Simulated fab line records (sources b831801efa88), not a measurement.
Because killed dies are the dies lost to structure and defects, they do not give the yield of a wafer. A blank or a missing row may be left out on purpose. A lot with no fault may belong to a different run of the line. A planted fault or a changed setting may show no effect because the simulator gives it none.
Matching of chambers -- flow sky130 -- SKY_VIA1_ETCH_15 on rieDiel-02: 4 sister chambers
The step etches SiO2 in C4F8/O2/Ar, stops on TiN, target depth 351 nm, time 54 s. 4 wafers are shown with their chamber, then 12 later ones without.

## EACH WAFER AND ITS CHAMBER
wafer,chamber,rfFwdPowerW (W)
L085.5,0,1481
L088.5,3,1494
L089.1,1,1484
L089.5,2,1487

## WAFERS WITH NO CHAMBER GIVEN
wafer,rfFwdPowerW (W)
L090.1,1480
L090.4,1492
L090.5,1473
L091.2,1489
L091.3,1482
L091.5,1490
L094.1,1487
L094.4,1483
L094.5,1479
L097.1,1470
L097.4,1480
L097.6,1490

## THE CHAMBER EACH PASSED THROUGH
wafer,from the rows above,in truth
L090.1,can't be placed: 0 or 1 or 2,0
L090.4,can't be placed: 3 or 2 or 1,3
L090.5,can't be placed: 0 or 1 or 2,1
L091.2,can't be placed: 2 or 1 or 3 or 0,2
L091.3,can't be placed: 0 or 1 or 2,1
L091.5,can't be placed: 2 or 3 or 1 or 0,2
L094.1,can't be placed: 2 or 1 or 0 or 3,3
L094.4,can't be placed: 1 or 0 or 2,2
L094.5,can't be placed: 0 or 1 or 2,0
L097.1,can't be placed: 0 or 1 or 2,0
L097.4,can't be placed: 0 or 1 or 2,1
L097.6,can't be placed: 2 or 3 or 1 or 0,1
Placed correctly: 0 of 12. Cannot be placed on the basis of these rows: 12; the candidates contain the true chamber in 12. 0 placed wrongly.
How it was worked out, from the rows above alone: a wafer's distance from a chamber is the root of the sum, over the readings, of the square of ((its reading less the chamber's mean) divided by the reading's scatter). The wafer belongs to the nearest chamber; if the next one is less than 2 further off, it can't be placed. Each chamber's mean is taken over the wafers shown for it. The scatter: with one shown wafer a chamber, the root of the mean of the squares of how far each hidden wafer lies from its nearest shown one.
